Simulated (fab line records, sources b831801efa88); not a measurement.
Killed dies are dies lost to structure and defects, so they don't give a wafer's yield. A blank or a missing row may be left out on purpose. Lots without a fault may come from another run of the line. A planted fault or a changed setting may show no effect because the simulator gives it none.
Which tool did it? | flow sky130 | 9 lots, 27 wafers sampled, at 7 steps of a route of 708

WHAT THE GAUGES READ, wafer by wafer
SKY_METAL1_RS_MEAS_05: measures by four-point-probe.
lot  | measured     | on            | METAL1_ALCU_RS (ohm/sq)
L852 | day 31 21:35 | film_metro-04 | 0.1284 0.1274 0.1277
L854 | day 32 12:53 | film_metro-03 | 0.1258 0.1257 0.1264
L856 | day 32 21:10 | film_metro-03 | 0.1293 0.1280 0.1282
L867 | day 36 20:37 | film_metro-01 | 0.1262 0.1600 0.1279
L871 | day 38 04:38 | film_metro-03 | 0.1275 0.1276 0.1263
L872 | day 38 15:12 | film_metro-03 | 0.1273 0.1247 0.1256
L875 | day 39 01:18 | film_metro-04 | 0.1283 0.1274 0.1285
L873 | day 39 02:19 | film_metro-03 | 0.1257 0.1274 0.1267
L874 | day 39 04:32 | film_metro-01 | 0.1288 0.1296 0.1271

SKY_METAL1_THK_MEAS_06: measures by xrf.
lot  | measured     | on            | METAL1_ALCU_THK (nm)
L852 | day 31 21:43 | film_metro-04 | 247.3 250.7 248.3
L854 | day 32 13:00 | film_metro-03 | 252.4 252.5 253.6
L856 | day 32 21:17 | film_metro-03 | 245.7 247.7 245.7
L867 | day 36 20:43 | film_metro-01 | 249.5 201.6 248.1
L871 | day 38 04:45 | film_metro-03 | 250.9 248.6 250.6
L872 | day 38 15:19 | film_metro-03 | 249.6 256.6 252.3
L875 | day 39 01:25 | film_metro-04 | 247.9 248.6 247.8
L873 | day 39 02:26 | film_metro-03 | 251.4 248.2 249.7
L874 | day 39 04:39 | film_metro-01 | 247.1 243.9 251.2

SKY_VIA1_BOW_MEAS_03.
lot  | measured     | on            | VIA1_BOW (um)
L852 | day 33 02:13 | film_metro-02 | 82 83 81
L854 | day 33 17:28 | film_metro-04 | 78 81 73
L856 | day 34 01:29 | film_metro-03 | 82 93 97
L867 | day 38 00:49 | film_metro-03 | 85 84 83
L871 | day 39 07:34 | film_metro-03 | 81 71 75
L872 | day 39 17:41 | film_metro-03 | 73 80 81
L875 | day 40 04:17 | film_metro-04 | 85 76 76
L873 | day 40 04:49 | film_metro-04 | 100 86 79
L874 | day 40 07:10 | film_metro-03 | 92 74 69

WHICH TOOL RAN EACH LOT (tool, then ch and the chambers of the sampled wafers, then the start)
lot  | SKY_CONTACT_ETCH_17                | SKY_METAL1_SPUTTER_02        | SKY_METAL1_DESCUM_17              | SKY_METAL1_METAL_ETCH_19
L852 | rie_diel-03 ch 0,1, day 31 20:06   | pvd_sputter-03, day 31 21:30 | rie_metal-03 ch 0, day 33 00:58   | rie_metal-03 ch 0, day 33 01:03
L854 | rie_diel-04 ch 0,1, day 32 11:24   | pvd_sputter-03, day 32 12:47 | rie_metal-03 ch 1, day 33 16:02   | rie_metal-03 ch 1, day 33 16:13
L856 | rie_diel-02 ch 0,2, day 32 19:39   | pvd_sputter-01, day 32 21:04 | rie_metal-02 ch 0,1, day 34 00:13 | rie_metal-02 ch 0,1, day 34 00:18
L867 | rie_diel-02 ch 2,3, day 36 19:00   | pvd_sputter-03, day 36 20:29 | rie_metal-02 ch 0,1, day 37 23:28 | rie_metal-02 ch 0,1, day 37 23:37
L871 | rie_diel-04 ch 1,2,3, day 38 03:09 | pvd_sputter-02, day 38 04:32 | rie_metal-04 ch 0,1, day 39 06:17 | rie_metal-04 ch 0,1, day 39 06:23
L872 | rie_diel-03 ch 0,1,2, day 38 13:37 | pvd_sputter-01, day 38 15:06 | rie_metal-03 ch 0,1, day 39 16:26 | rie_metal-03 ch 0,1, day 39 16:32
L875 | rie_diel-04 ch 0,1,2, day 38 23:48 | pvd_sputter-01, day 39 01:13 | rie_metal-03 ch 0,1, day 40 02:53 | rie_metal-03 ch 0,1, day 40 02:59
L873 | rie_diel-03 ch 0,1, day 39 00:50   | pvd_sputter-02, day 39 02:13 | rie_metal-02 ch 0,1, day 40 03:28 | rie_metal-02 ch 0,1, day 40 03:33
L874 | rie_diel-03 ch 0,1,2, day 39 03:04 | pvd_sputter-01, day 39 04:26 | rie_metal-03 ch 0,1, day 40 05:52 | rie_metal-03 ch 0,1, day 40 05:57
- SKY_CONTACT_ETCH_17: etches SiO2 in C4F8/O2/Ar, stops on Si3N4, target depth 340 nm.
- SKY_METAL1_SPUTTER_02: material AlCu, target thk 250 nm, time 13.3 s.
- SKY_METAL1_DESCUM_17: chemistry O2, time 8 s.
- SKY_METAL1_METAL_ETCH_19: etches the open film in Cl2/BCl3, stops on SiO2, target depth 360 nm, time 78 s.

WHAT THE TOOLS THEMSELVES READ (means of the sampled wafers that have a number; where no wafer has one, the mark that the record gives instead)
SKY_CONTACT_ETCH_17.
lot  | tool        | oes_product_au (a.u.)
L852 | rie_diel-03 | 0.890
L854 | rie_diel-04 | 0.890
L856 | rie_diel-02 | 0.892
L867 | rie_diel-02 | 0.892
L871 | rie_diel-04 | 0.897
L872 | rie_diel-03 | 0.891
L875 | rie_diel-04 | 0.888
L873 | rie_diel-03 | 0.895
L874 | rie_diel-03 | 0.891

SKY_METAL1_SPUTTER_02.
lot  | tool           | throttle_valve_pct (%)
L852 | pvd_sputter-03 | 29.7
L854 | pvd_sputter-03 | 29.7
L856 | pvd_sputter-01 | 30.8
L867 | pvd_sputter-03 | 29.8
L871 | pvd_sputter-02 | 28.8
L872 | pvd_sputter-01 | 30.1
L875 | pvd_sputter-01 | 30.3
L873 | pvd_sputter-02 | 29.3
L874 | pvd_sputter-01 | 30.3

SKY_METAL1_DESCUM_17.
lot  | tool         | drypump_motor_current_A (A) | he_backside_leak_sccm (sccm) | oes_product_au (a.u.)
L852 | rie_metal-03 | 5.4                         | 3.13                         | 1.002
L854 | rie_metal-03 | 6.0                         | 3.42                         | 1.009
L856 | rie_metal-02 | 5.0                         | 3.15                         | 0.995
L867 | rie_metal-02 | 5.0                         | 3.12                         | 0.996
L871 | rie_metal-04 | 5.3                         | 3.14                         | 1.014
L872 | rie_metal-03 | 5.6                         | 3.26                         | 1.027
L875 | rie_metal-03 | 5.9                         | 3.44                         | 1.011
L873 | rie_metal-02 | 5.0                         | 4.04                         | 1.007
L874 | rie_metal-03 | 5.9                         | 3.32                         | 1.001

SKY_METAL1_METAL_ETCH_19.
lot  | tool         | drypump_motor_current_A (A) | he_backside_leak_sccm (sccm) | oes_product_au (a.u.) | throttle_valve_pct (%)
L852 | rie_metal-03 | 5.4                         | 3.15                         | 0.853                 | 22.262
L854 | rie_metal-03 | 6.1                         | 3.46                         | 0.857                 | 22.261
L856 | rie_metal-02 | 5.0                         | 3.11                         | 0.851                 | 22.272
L867 | rie_metal-02 | 5.0                         | 3.10                         | 0.841                 | 22.258
L871 | rie_metal-04 | 5.3                         | 3.24                         | 0.855                 | 22.269
L872 | rie_metal-03 | 5.6                         | 3.29                         | 0.859                 | 22.262
L875 | rie_metal-03 | 5.9                         | 3.31                         | 0.854                 | 22.262
L873 | rie_metal-02 | 5.0                         | 3.25                         | 0.852                 | 22.256
L874 | rie_metal-03 | 5.9                         | 3.38                         | 0.851                 | 22.263

THE ANSWER, worked out from the rows above alone
Rule: what is usual is taken from the lots themselves. Put in order of their means at a reading, lots are off if they are a third of the lots or fewer, leave a main group of 4 or more, and stand apart from it by a gap of 3 or more times the standard deviation of the main group's means; of several such gaps the widest counts. A main group whose means are all the same, to the digits that the tables above print for the reading, isn't used. A lot without any number at a reading at which 4 lots or more have one is off too. The other lots that the step has rows for count as sound. The gauges are gone through in route order, then the tools' own readings, and for those a lot's mean is taken as printed above. The first step at which some lot is off is used, and at that step the reading that is off furthest; a lot without a number counts as furthest.
Off: L867, at SKY_METAL1_RS_MEAS_05 (METAL1_ALCU_RS). The main group: mean 0.1273 ohm/sq, standard deviation 0.001.
A tool fits if, at a process step before that reading, it ran every lot that is off, and no sound lot after the first of them. The gauges at SKY_METAL1_RS_MEAS_05 aren't tried: what is off there is off at SKY_METAL1_METAL_ETCH_19 too, on other tools, and a gauge's error can't cause that. Can't be told from this: 2 tools fit, rie_diel-02 at SKY_CONTACT_ETCH_17, pvd_sputter-03 at SKY_METAL1_SPUTTER_02.

WHAT THE SIMULATOR HAD PUT IN
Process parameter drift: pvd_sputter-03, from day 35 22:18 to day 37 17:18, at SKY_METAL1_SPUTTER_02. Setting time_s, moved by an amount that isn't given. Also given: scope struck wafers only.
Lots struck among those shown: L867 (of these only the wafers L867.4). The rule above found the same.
